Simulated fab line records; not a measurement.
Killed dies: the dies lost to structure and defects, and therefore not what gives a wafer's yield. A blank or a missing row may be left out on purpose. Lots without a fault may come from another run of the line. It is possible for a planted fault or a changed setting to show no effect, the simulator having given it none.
Which tool did it? :: flow gf180mcu :: 30 wafers from 10 lots sampled at 6 of the route's 602 steps

== WHAT THE GAUGES SHOWED, per wafer ==
GF_V1_RS_MEAS_24: measurement is done with a four-point probe.
lot: L292
measured: day 18 19:27
on: film-metro-01
V1_W_RS (ohm/sq): 0.316 0.318 0.318

lot: L293
measured: day 18 23:07
on: film-metro-03
V1_W_RS (ohm/sq): 0.317 0.321 0.320

lot: L294
measured: day 19 11:46
on: film-metro-02
V1_W_RS (ohm/sq): 0.327 0.317 0.330

lot: L297
measured: day 20 12:56
on: film-metro-02
V1_W_RS (ohm/sq): 0.320 0.329 0.320

lot: L302
measured: day 22 10:57
on: film-metro-01
V1_W_RS (ohm/sq): 0.336 0.321 0.331

lot: L304
measured: day 23 08:12
on: film-metro-03
V1_W_RS (ohm/sq): 0.316 0.328 0.327

lot: L307
measured: day 24 03:08
on: film-metro-02
V1_W_RS (ohm/sq): 0.334 0.322 0.328

lot: L311
measured: day 25 09:54
on: film-metro-01
V1_W_RS (ohm/sq): 0.328 0.316 0.322

lot: L312
measured: day 25 14:55
on: film-metro-03
V1_W_RS (ohm/sq): 0.318 0.318 0.318

lot: L314
measured: day 26 11:05
on: film-metro-03
V1_W_RS (ohm/sq): 0.320 0.323 0.318

GF_M2_RS_MEAS_05: measurement is done with a four-point probe.
lot: L292
measured: day 18 20:09
on: film-metro-03
M2_ALCU_RS (ohm/sq): 0.0695 0.0698 0.0687

lot: L293
measured: day 18 23:50
on: film-metro-02
M2_ALCU_RS (ohm/sq): 0.0689 0.0683 0.0688

lot: L294
measured: day 19 12:29
on: film-metro-04
M2_ALCU_RS (ohm/sq): 0.0687 0.0696 0.0685

lot: L297
measured: day 20 13:38
on: film-metro-03
M2_ALCU_RS (ohm/sq): 0.0688 0.0695 0.0698

lot: L302
measured: day 22 11:39
on: film-metro-04
M2_ALCU_RS (ohm/sq): 0.0702 0.0703 0.0696

lot: L304
measured: day 23 08:54
on: film-metro-02
M2_ALCU_RS (ohm/sq): 0.0690 0.0639 0.0700

lot: L307
measured: day 24 03:50
on: film-metro-04
M2_ALCU_RS (ohm/sq): 0.0696 0.0692 0.0696

lot: L311
measured: day 25 10:36
on: film-metro-03
M2_ALCU_RS (ohm/sq): 0.0692 0.0698 0.0693

lot: L312
measured: day 25 15:37
on: film-metro-02
M2_ALCU_RS (ohm/sq): 0.0676 0.0685 0.0683

lot: L314
measured: day 26 11:47
on: film-metro-04
M2_ALCU_RS (ohm/sq): 0.0697 0.0690 0.0688

GF_M2_THK_MEAS_06: measures by xrf.
lot: L292
measured: day 18 20:14
on: film-metro-03
M2_ALCU_THK (nm): 440 438 445

lot: L293
measured: day 18 23:57
on: film-metro-02
M2_ALCU_THK (nm): 442 447 443

lot: L294
measured: day 19 12:35
on: film-metro-04
M2_ALCU_THK (nm): 447 444 448

lot: L297
measured: day 20 13:45
on: film-metro-03
M2_ALCU_THK (nm): 446 440 440

lot: L302
measured: day 22 11:45
on: film-metro-04
M2_ALCU_THK (nm): 437 435 443

lot: L304
measured: day 23 09:01
on: film-metro-02
M2_ALCU_THK (nm): 441 476 436

lot: L307
measured: day 24 03:58
on: film-metro-04
M2_ALCU_THK (nm): 438 442 442

lot: L311
measured: day 25 10:43
on: film-metro-03
M2_ALCU_THK (nm): 444 442 443

lot: L312
measured: day 25 15:44
on: film-metro-02
M2_ALCU_THK (nm): 454 448 446

lot: L314
measured: day 26 11:53
on: film-metro-04
M2_ALCU_THK (nm): 437 440 443

== WHICH TOOL RAN EACH LOT (tool, then ch and the chambers of the sampled wafers, then the start) ==
lot: L292
GF_V1_CVD_02: pecvd-02 ch 0,1,2, day 17 18:17
GF_V1_ETCH_16: rie-diel-04 ch 1,2,3, day 18 18:23
GF_M2_SPUTTER_02: pvd-sputter-02, day 18 20:01

lot: L293
GF_V1_CVD_02: pecvd-04 ch 0,2, day 17 21:16
GF_V1_ETCH_16: rie-diel-03 ch 1,2,3, day 18 22:05
GF_M2_SPUTTER_02: pvd-sputter-03, day 18 23:44

lot: L294
GF_V1_CVD_02: pecvd-03 ch 0,1,2, day 18 10:13
GF_V1_ETCH_16: rie-diel-03 ch 0,1, day 19 10:49
GF_M2_SPUTTER_02: pvd-sputter-03, day 19 12:21

lot: L297
GF_V1_CVD_02: pecvd-03 ch 0,1, day 19 11:05
GF_V1_ETCH_16: rie-diel-01 ch 0,1,3, day 20 11:56
GF_M2_SPUTTER_02: pvd-sputter-02, day 20 13:32

lot: L302
GF_V1_CVD_02: pecvd-02 ch 1,2, day 21 10:59
GF_V1_ETCH_16: rie-diel-01 ch 1,2,3, day 22 10:02
GF_M2_SPUTTER_02: pvd-sputter-03, day 22 11:31

lot: L304
GF_V1_CVD_02: pecvd-02 ch 0,2, day 22 07:08
GF_V1_ETCH_16: rie-diel-03 ch 1,3, day 23 07:16
GF_M2_SPUTTER_02: pvd-sputter-02, day 23 08:49

lot: L307
GF_V1_CVD_02: pecvd-04 ch 0,1,2, day 23 03:28
GF_V1_ETCH_16: rie-diel-03 ch 0,2,3, day 24 02:14
GF_M2_SPUTTER_02: pvd-sputter-03, day 24 03:45

lot: L311
GF_V1_CVD_02: pecvd-03 ch 0,1,2, day 24 10:53
GF_V1_ETCH_16: rie-diel-03 ch 1,2, day 25 09:01
GF_M2_SPUTTER_02: pvd-sputter-04, day 25 10:31

lot: L312
GF_V1_CVD_02: pecvd-02 ch 0,2, day 24 15:19
GF_V1_ETCH_16: rie-diel-04 ch 1,2, day 25 14:02
GF_M2_SPUTTER_02: pvd-sputter-03, day 25 15:31

lot: L314
GF_V1_CVD_02: pecvd-04 ch 0,2, day 25 13:10
GF_V1_ETCH_16: rie-diel-04 ch 0,1,2, day 26 10:11
GF_M2_SPUTTER_02: pvd-sputter-02, day 26 11:40
- GF_V1_CVD_02: deposits SiO2 from TEOS, target thk 850 nm, time 94.851 s.
- GF_V1_ETCH_16: etches BARC in N2/H2.
- GF_M2_SPUTTER_02: material AlCu, target thk 450 nm, time 23.9 s.

== AS READ BY THE TOOLS THEMSELVES (means over the sampled wafers that have a number; for cases with no such wafer, the mark the record gives instead) ==
GF_V1_CVD_02.
lot: L292
tool: pecvd-02
heater-power-w (W): 673
susceptor-temp-C (C): 399.83

lot: L293
tool: pecvd-04
heater-power-w (W): 651
susceptor-temp-C (C): 400.00

lot: L294
tool: pecvd-03
heater-power-w (W): 665
susceptor-temp-C (C): 400.05

lot: L297
tool: pecvd-03
heater-power-w (W): 642
susceptor-temp-C (C): 400.09

lot: L302
tool: pecvd-02
heater-power-w (W): 653
susceptor-temp-C (C): 400.05

lot: L304
tool: pecvd-02
heater-power-w (W): 610
susceptor-temp-C (C): 400.06

lot: L307
tool: pecvd-04
heater-power-w (W): 670
susceptor-temp-C (C): 399.96

lot: L311
tool: pecvd-03
heater-power-w (W): 674
susceptor-temp-C (C): 400.11

lot: L312
tool: pecvd-02
heater-power-w (W): 595
susceptor-temp-C (C): 399.84

lot: L314
tool: pecvd-04
heater-power-w (W): 679
susceptor-temp-C (C): 399.84

GF_V1_ETCH_16.
lot: L292
tool: rie-diel-04
drypump-motor-current-A (A): 5.7
oes-product-au (a.u.): 0.851
throttle-valve-pct (%): 13.221

lot: L293
tool: rie-diel-03
drypump-motor-current-A (A): 6.1
oes-product-au (a.u.): 0.851
throttle-valve-pct (%): 13.222

lot: L294
tool: rie-diel-03
drypump-motor-current-A (A): 6.0
oes-product-au (a.u.): 0.858
throttle-valve-pct (%): 13.223

lot: L297
tool: rie-diel-01
drypump-motor-current-A (A): 5.3
oes-product-au (a.u.): 0.853
throttle-valve-pct (%): 13.221

lot: L302
tool: rie-diel-01
drypump-motor-current-A (A): 5.6
oes-product-au (a.u.): 0.850
throttle-valve-pct (%): 13.225

lot: L304
tool: rie-diel-03
drypump-motor-current-A (A): 6.2
oes-product-au (a.u.): 0.854
throttle-valve-pct (%): 13.225

lot: L307
tool: rie-diel-03
drypump-motor-current-A (A): 5.9
oes-product-au (a.u.): 0.858
throttle-valve-pct (%): 13.220

lot: L311
tool: rie-diel-03
drypump-motor-current-A (A): 6.4
oes-product-au (a.u.): 0.849
throttle-valve-pct (%): 13.229

lot: L312
tool: rie-diel-04
drypump-motor-current-A (A): 5.2
oes-product-au (a.u.): 0.856
throttle-valve-pct (%): 13.226

lot: L314
tool: rie-diel-04
drypump-motor-current-A (A): 5.6
oes-product-au (a.u.): 0.853
throttle-valve-pct (%): 13.224

GF_M2_SPUTTER_02.
lot: L292
tool: pvd-sputter-02
cathode-dc-power-W (W): 10600
throttle-valve-pct (%): 29.9

lot: L293
tool: pvd-sputter-03
cathode-dc-power-W (W): 10601
throttle-valve-pct (%): 30.3

lot: L294
tool: pvd-sputter-03
cathode-dc-power-W (W): 10600
throttle-valve-pct (%): 29.7

lot: L297
tool: pvd-sputter-02
cathode-dc-power-W (W): 10600
throttle-valve-pct (%): 29.9

lot: L302
tool: pvd-sputter-03
cathode-dc-power-W (W): 10599
throttle-valve-pct (%): 30.5

lot: L304
tool: pvd-sputter-02
cathode-dc-power-W (W): 10867
throttle-valve-pct (%): 29.5

lot: L307
tool: pvd-sputter-03
cathode-dc-power-W (W): 10601
throttle-valve-pct (%): 29.9

lot: L311
tool: pvd-sputter-04
cathode-dc-power-W (W): 10598
throttle-valve-pct (%): 30.0

lot: L312
tool: pvd-sputter-03
cathode-dc-power-W (W): 10602
throttle-valve-pct (%): 31.0

lot: L314
tool: pvd-sputter-02
cathode-dc-power-W (W): 10600
throttle-valve-pct (%): 29.9

== THE ANSWER, worked out from the rows above alone ==
Rule: what is usual is taken from the lots themselves. Put in order of their means at a reading, lots are off if they are a third of the lots or fewer, leave a main group of 4 or more, and stand apart from it by a gap of 3 or more times the standard deviation of the main group's means; of several such gaps the widest counts. A main group is skipped when, at the precision printed for the reading in the tables above, its means are all equal. A lot without any number at a reading at which 4 lots or more have one is off too. All remaining lots with rows at the step are treated as sound. After the gauges, taken in route order, come the tools' own readings; for these a lot's mean is taken, as printed above. At the first step where some lot is off, the reading lying furthest off is the one used; lots without a number count as furthest.
Off: L304, at GF_M2_SPUTTER_02 (cathode-dc-power-W). For the main group the mean is 10600 W and the standard deviation 1.1.
A tool fits if, at that step or a process step before it, it ran every lot that is off, and no sound lot after the first of them. No candidate that was tried fits.

== WHAT THE SIMULATOR HAD PUT IN ==
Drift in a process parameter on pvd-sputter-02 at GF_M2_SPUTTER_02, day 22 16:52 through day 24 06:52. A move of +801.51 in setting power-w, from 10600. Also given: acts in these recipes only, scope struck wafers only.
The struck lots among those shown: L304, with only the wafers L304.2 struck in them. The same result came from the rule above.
